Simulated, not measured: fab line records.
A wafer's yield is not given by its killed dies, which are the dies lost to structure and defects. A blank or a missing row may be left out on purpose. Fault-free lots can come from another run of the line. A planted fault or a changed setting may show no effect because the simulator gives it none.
fab line records | flow gf180mcu
record lots=6 | wafers=18 | lastDay=34
route steps=602 shown MIM@509
lots that met no fault: from a run of the same line without faults
startH: hours from the record's opening day to when the first of the lot's shown wafers began | waitH: hours since the lot's step before | " identical to the entry in the row above | L1.1+2: several wafers, shown together as one row | - either no value or no given start | * or withheld: withheld | < > ~ a bound
route shown NAME@n: names a module that has steps shown in the file, with the first one's number in the route | usual: mean and standard deviation over wafers with no fault | same: alike in all rows | chamber/n: place in a boat | sites: the reading at each site | _std_site: the values' standard deviation | _edge_site: the outer-site mean with the inner-site mean subtracted | radiusMm: for every site, how far away it sits from the centre of the wafer | mask NAME#n: copy n | behind: the last tool/chamber to shape the wafer | hold: the reason the lot was held/the length of the hold in hours/how it ended | device: names the non-switching transistor (n, p or np) | end of line: the tests these same wafers got at the end of their route | a step without rows: its recipe alone | killed: count of dies lost to structure and defects at first sort (not the wafer's yield) | map: dies across one wafer; x = killed, . = not, _ = none there
set.NAME: the run value of the setting; set.NAME@STEP: its run value at that earlier step | model.NAME: the simulator's own value behind a step, which no gauge read
certain route steps with their lots: each step a table, each wafer a row
services: the hour from which a tool's chamber was out of use, counted from the record's first day as startH (under 0 if before that day), plus the number of hours and why
## steps
# step GF_MIM_THK_MEAS_06
# recipe reads=Si3N4_of_MIM_CVD_05
# usual MIM_CVD_05_THK=42.0/0.61
lot.wafer | tool         | chamber | startH | waitH | MIM_CVD_05_THK[nm]
L705.3    | filmMetro-03 | -       | 578.96 | 0.0   | 41.9
L705.5    | "            | -       | "      | "     | 41.8
L705.6    | "            | -       | "      | "     | 42.4
L716.1    | filmMetro-03 | -       | 669.55 | 0.0   | 42.0
L716.2    | "            | -       | "      | "     | 41.8
L716.5    | "            | -       | "      | "     | 43.3
L717.1    | filmMetro-03 | -       | 673.53 | 0.0   | 42.3
L717.3    | "            | -       | "      | "     | 42.4
L717.6    | "            | -       | "      | "     | 43.2
L719.2    | filmMetro-01 | -       | 688.36 | 0.0   | 41.3
L719.3    | "            | -       | "      | "     | 40.9
L719.5    | "            | -       | "      | "     | 41.4
L722.1    | filmMetro-03 | -       | 702.92 | 0.0   | 41.9
L722.5    | "            | -       | "      | "     | 42.3
L722.6    | "            | -       | "      | "     | 42.5
L726.2    | filmMetro-04 | -       | 727.61 | 0.0   | 41.1
L726.3    | "            | -       | "      | "     | 41.4
L726.4    | "            | -       | "      | "     | 42.4
# step GF_MIM_SPUTTER_07
# recipe material=TiN | targetThkNm=60 | powerW=6500 | timeS=50 | chamberPressurePa=0.4
# usual throttleValvePct=30.1/0.98
lot.wafer | tool          | chamber | startH | waitH | throttleValvePct
L705.3    | pvdSputter-03 | -       | 579.00 | 0.0   | 31.8
L705.5    | "             | -       | "      | "     | 31.9
L705.6    | "             | -       | "      | "     | 29.7
L716.1    | pvdSputter-01 | -       | 669.61 | 0.1   | 30.6
L716.2    | "             | -       | "      | "     | 29.6
L716.5    | "             | -       | "      | "     | 29.8
L717.1    | pvdSputter-02 | -       | 673.59 | 0.1   | 28.9
L717.3    | "             | -       | "      | "     | 28.7
L717.6    | "             | -       | "      | "     | 28.8
L719.2    | pvdSputter-01 | -       | 688.41 | 0.0   | 29.4
L719.3    | "             | -       | "      | "     | 30.7
L719.5    | "             | -       | "      | "     | 30.6
L722.1    | pvdSputter-03 | -       | 702.98 | 0.1   | 31.7
L722.5    | "             | -       | "      | "     | 31.5
L722.6    | "             | -       | "      | "     | 30.2
L726.2    | pvdSputter-03 | -       | 727.66 | 0.0   | 30.1
L726.3    | "             | -       | "      | "     | 31.5
L726.4    | "             | -       | "      | "     | 29.7
# step GF_MIM_SPUTTER_08
# recipe material=AlCu | targetThkNm=200 | powerW=10600 | timeS=10.6 | chamberPressurePa=0.4
# usual throttleValvePct=30.1/0.95
lot.wafer | tool          | chamber | startH | waitH | throttleValvePct
L705.3    | pvdSputter-03 | -       | 579.04 | 0.0   | 32.0
L705.5    | "             | -       | "      | "     | 31.8
L705.6    | "             | -       | "      | "     | 29.8
L716.1    | pvdSputter-01 | -       | 669.66 | 0.0   | 30.4
L716.2    | "             | -       | "      | "     | 29.7
L716.5    | "             | -       | "      | "     | 29.5
L717.1    | pvdSputter-02 | -       | 673.63 | 0.0   | 28.6
L717.3    | "             | -       | "      | "     | 29.0
L717.6    | "             | -       | "      | "     | 28.7
L719.2    | pvdSputter-01 | -       | 688.45 | 0.0   | 29.8
L719.3    | "             | -       | "      | "     | 30.6
L719.5    | "             | -       | "      | "     | 30.4
L722.1    | pvdSputter-03 | -       | 703.02 | 0.0   | 31.6
L722.5    | "             | -       | "      | "     | 31.6
L722.6    | "             | -       | "      | "     | 30.3
L726.2    | pvdSputter-03 | -       | 727.70 | 0.0   | 30.4
L726.3    | "             | -       | "      | "     | 31.5
L726.4    | "             | -       | "      | "     | 30.0
# step GF_MIM_SPUTTER_09
# recipe material=TiN | targetThkNm=35 | powerW=6500 | timeS=29.2 | chamberPressurePa=0.4
# usual throttleValvePct=30.1/0.97
lot.wafer | tool          | chamber | startH | waitH | throttleValvePct
L705.3    | pvdSputter-03 | -       | 579.07 | 0.0   | 31.9
L705.5    | "             | -       | "      | "     | 31.7
L705.6    | "             | -       | "      | "     | 29.7
L716.1    | pvdSputter-01 | -       | 669.68 | 0.0   | 30.5
L716.2    | "             | -       | "      | "     | 29.4
L716.5    | "             | -       | "      | "     | 29.3
L717.1    | pvdSputter-02 | -       | 673.66 | 0.0   | 28.9
L717.3    | "             | -       | "      | "     | 28.9
L717.6    | "             | -       | "      | "     | 28.9
L719.2    | pvdSputter-01 | -       | 688.47 | 0.0   | 30.0
L719.3    | "             | -       | "      | "     | 30.5
L719.5    | "             | -       | "      | "     | 30.5
L722.1    | pvdSputter-03 | -       | 703.04 | 0.0   | 31.4
L722.5    | "             | -       | "      | "     | 31.5
L722.6    | "             | -       | "      | "     | 30.0
L726.2    | pvdSputter-03 | -       | 727.72 | 0.0   | 30.0
L726.3    | "             | -       | "      | "     | 31.2
L726.4    | "             | -       | "      | "     | 29.6
# step GF_MIM_RS_MEAS_10
# recipe thkMeasGauge=four-point-probe | reads=TiN_of_MIM_SPUTTER_09+AlCu_of_MIM_SPUTTER_08+TiN_of_MIM_SPUTTER_07
# usual MIM_ALCU_RS=0.1612/0.0016
lot.wafer | tool         | chamber | startH | waitH | MIM_ALCU_RS[ohm/sq]
L705.3    | filmMetro-04 | -       | 579.14 | 0.1   | 0.1573
L705.5    | "            | -       | "      | "     | 0.1592
L705.6    | "            | -       | "      | "     | 0.1606
L716.1    | filmMetro-01 | -       | 669.71 | 0.0   | 0.1645
L716.2    | "            | -       | "      | "     | 0.1599
L716.5    | "            | -       | "      | "     | 0.1605
L717.1    | filmMetro-01 | -       | 673.69 | 0.0   | 0.1611
L717.3    | "            | -       | "      | "     | 0.1594
L717.6    | "            | -       | "      | "     | 0.1606
L719.2    | filmMetro-01 | -       | 688.53 | 0.0   | 0.1598
L719.3    | "            | -       | "      | "     | 0.1607
L719.5    | "            | -       | "      | "     | 0.1602
L722.1    | filmMetro-01 | -       | 703.08 | 0.0   | 0.1613
L722.5    | "            | -       | "      | "     | 0.1617
L722.6    | "            | -       | "      | "     | 0.1618
L726.2    | filmMetro-01 | -       | 727.78 | 0.0   | 0.1642
L726.3    | "            | -       | "      | "     | 0.1647
L726.4    | "            | -       | "      | "     | 0.1656
# step GF_MIM_THK_MEAS_11
# recipe thkMeasGauge=xrf | reads=AlCu_of_MIM_SPUTTER_08
# usual MIM_ALCU_THK=199.2/2
lot.wafer | tool         | chamber | startH | waitH | MIM_ALCU_THK[nm]
L705.3    | filmMetro-04 | -       | 579.24 | 0.1   | 204.9
L705.5    | "            | -       | "      | "     | 201.4
L705.6    | "            | -       | "      | "     | 200.4
L716.1    | filmMetro-01 | -       | 669.83 | 0.1   | 196.3
L716.2    | "            | -       | "      | "     | 200.2
L716.5    | "            | -       | "      | "     | 201.8
L717.1    | filmMetro-01 | -       | 673.81 | 0.1   | 199.8
L717.3    | "            | -       | "      | "     | 199.8
L717.6    | "            | -       | "      | "     | 200.1
L719.2    | filmMetro-01 | -       | 688.64 | 0.1   | 201.6
L719.3    | "            | -       | "      | "     | 199.4
L719.5    | "            | -       | "      | "     | 199.8
L722.1    | filmMetro-01 | -       | 703.20 | 0.1   | 198.2
L722.5    | "            | -       | "      | "     | 199.9
L722.6    | "            | -       | "      | "     | 199.2
L726.2    | filmMetro-01 | -       | 727.89 | 0.1   | 195.1
L726.3    | "            | -       | "      | "     | 195.3
L726.4    | "            | -       | "      | "     | 192.9
# step GF_MIM_DEHYDRATE_12
# recipe tempC=200 | timeS=60
# step GF_MIM_HMDS_13
# recipe primeTimeS=60 | primeTempC=120
# step GF_MIM_COAT_14
# recipe resist=NOVOLAK | spinRpm=3000 | resistThkNm=1000
# step GF_MIM_SOFTBAKE_15
# recipe tempC=90 | timeS=60 | resist=NOVOLAK
# step GF_MIM_EXPOSE_16
# recipe maskId=FuseTop | targetCdNm=2000 | na=0.6 | sourceShape=conventional | sigmaOuter=0.6 | doseMj=140
# step GF_MIM_PEB_17
# recipe tempC=withheld | timeS=* | resist=NOVOLAK
# step GF_MIM_DEVELOP_18
# recipe developTimeS=60 | devTempC=23
# usual chillPlateTempC=23.01/0.094 | developTimeS=60/0 | exhaustPa=45.4/0.92
lot.wafer | tool          | chamber | startH | waitH | chillPlateTempC | developTimeS | exhaustPa
L705.3    | lithoTrack-04 | 0       | 600.39 | 0.1   | 22.96           | 60           | 44.8
L705.5    | "             | 0       | "      | "     | 22.88           | 60           | 45.0
L705.6    | "             | 0       | "      | "     | 22.77           | 60           | 45.7
L716.1    | lithoTrack-04 | -       | 687.84 | 0.1   | -               | -            | -
L716.2    | "             | -       | "      | "     | -               | -            | -
L716.5    | "             | -       | "      | "     | -               | -            | -
L717.1    | lithoTrack-01 | -       | 692.53 | 0.1   | -               | -            | -
L717.3    | "             | -       | "      | "     | -               | -            | -
L717.6    | "             | -       | "      | "     | -               | -            | -
L719.2    | lithoTrack-01 | 0       | 706.11 | 0.1   | 22.98           | 60           | 44.8
L719.3    | "             | 0       | "      | "     | 23.03           | 60           | 45.5
L719.5    | "             | 0       | "      | "     | 23.00           | 60           | 44.8
L722.1    | lithoTrack-04 | 0       | 720.79 | 0.1   | 22.96           | 60           | 45.3
L722.5    | "             | 0       | "      | "     | 23.05           | 60           | 46.2
L722.6    | "             | 0       | "      | "     | 22.93           | 60           | 45.6
L726.2    | lithoTrack-02 | 0       | 744.46 | 0.1   | 22.99           | 60           | 45.2
L726.3    | "             | 0       | "      | "     | 23.04           | 60           | 45.2
L726.4    | "             | 0       | "      | "     | 22.98           | 60           | 44.1
# step GF_MIM_METAL_ETCH_19
# recipe chemistry=Cl2/BCl3 | maskMaterial=NOVOLAK | stopOn=Si3N4 | targetDepthNm=324.5 | pressureMtorr=8 | icpW=800 | biasW=140 | Cl2_flow_sccm=80 | bcl3FlowSccm=40 | timeS=54.1
# usual drypumpMotorCurrentA=5.8/0.48 | oesProductAu=0.939/0.006 | throttleValvePct=28.287/0.01
lot.wafer | tool        | chamber | startH | waitH | drypumpMotorCurrentA | oesProductAu | rfHoursCounterH | throttleValvePct
L705.3    | rieMetal-01 | 0       | 600.53 | 0.1   | 5.9                  | 0.955        | -               | 28.279
L705.5    | "           | 0       | "      | "     | 5.9                  | 0.946        | -               | 28.284
L705.6    | "           | 0       | "      | "     | 5.9                  | 0.942        | -               | 28.281
L716.1    | rieMetal-01 | 0       | 687.99 | 0.1   | 5.9                  | 0.934        | 8               | 28.289
L716.2    | "           | 1       | "      | "     | 5.7                  | 0.945        | 3               | 28.283
L716.5    | "           | 0       | "      | "     | 5.9                  | 0.947        | -               | 28.290
L717.1    | rieMetal-04 | 1       | 692.68 | 0.1   | 6.6                  | 0.947        | 15              | 28.283
L717.3    | "           | 1       | "      | "     | 6.6                  | 0.942        | -               | 28.276
L717.6    | "           | 1       | "      | "     | 6.6                  | 0.934        | -               | 28.280
L719.2    | rieMetal-02 | 0       | 706.23 | 0.1   | 5.1                  | 0.934        | 7               | 28.291
L719.3    | "           | 0       | "      | "     | 5.1                  | 0.935        | -               | 28.296
L719.5    | "           | 1       | "      | "     | 6.1                  | 0.938        | -               | 28.297
L722.1    | rieMetal-02 | 1       | 720.94 | 0.1   | 6.1                  | 0.938        | 4               | 28.307
L722.5    | "           | 1       | "      | "     | 6.1                  | 0.933        | -               | 28.306
L722.6    | "           | 0       | "      | "     | 5.1                  | 0.941        | -               | 28.303
L726.2    | rieMetal-01 | 1       | 744.58 | 0.1   | 5.7                  | 0.932        | 5               | 28.291
L726.3    | "           | 1       | "      | "     | 5.7                  | 0.935        | -               | 28.291
L726.4    | "           | 0       | "      | "     | 5.9                  | 0.931        | -               | 28.298
## services
tool          | chamber | startH | hours | kind
rieMetal-04   | 1       | 557.36 | 10.6  | repair
rieMetal-01   | 1       | 570.03 | -     | clean
rieMetal-01   | 1       | 570.03 | 31.2  | scheduledDown
rieMetal-01   | 1       | 570.03 | 31.2  | ventCycle
rieMetal-04   | -       | 578.53 | 1.0   | repair
rieMetal-02   | 1       | 582.86 | -     | clean
rieMetal-02   | 1       | 582.86 | 15.2  | scheduledDown
rieMetal-02   | 1       | 582.86 | 15.2  | ventCycle
pvdSputter-02 | -       | 599.30 | 5.0   | repair
rieMetal-04   | -       | 636.35 | 2.8   | pm
pvdSputter-03 | -       | 679.11 | 7.1   | repair
rieMetal-04   | 0       | 684.24 | -     | clean
rieMetal-04   | 0       | 684.24 | 17.7  | scheduledDown
rieMetal-04   | 0       | 684.24 | 17.7  | ventCycle
pvdSputter-03 | -       | 688.03 | 0.5   | repair
rieMetal-02   | 1       | 697.77 | 4.8   | repair
rieMetal-02   | -       | 718.80 | 0.7   | repair
## key
firstSign step=GF_MIM_DEVELOP_18 | reading=toolRecord | direction=missing
effect none on later readings
metAt GF_MIM_DEVELOP_18
struckWafers L716.1,L716.2,L716.5,L717.1,L717.3,L717.6
laterRowsLeftOut L716.1,L716.2,L716.5,L717.1,L717.3,L717.6
sortLeftOut L716.1,L716.2,L716.5,L717.1,L717.3,L717.6
onsetBetween 600.39 687.84
fault kind=skippedStepWhole | tool=lithoTrack-01,lithoTrack-04 | chamber=- | onsetH=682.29 | steps=GF_MIM_DEVELOP_18 | scope=struckLotsOnly
# sortLeftOut: the simulated sort isn't trusted on such a fault, so these wafers' sort isn't shown, and their yield isn't known
# laterRowsLeftOut: the simulator's readings of these wafers behind a module that went badly wrong aren't trusted and aren't shown, but for the sort
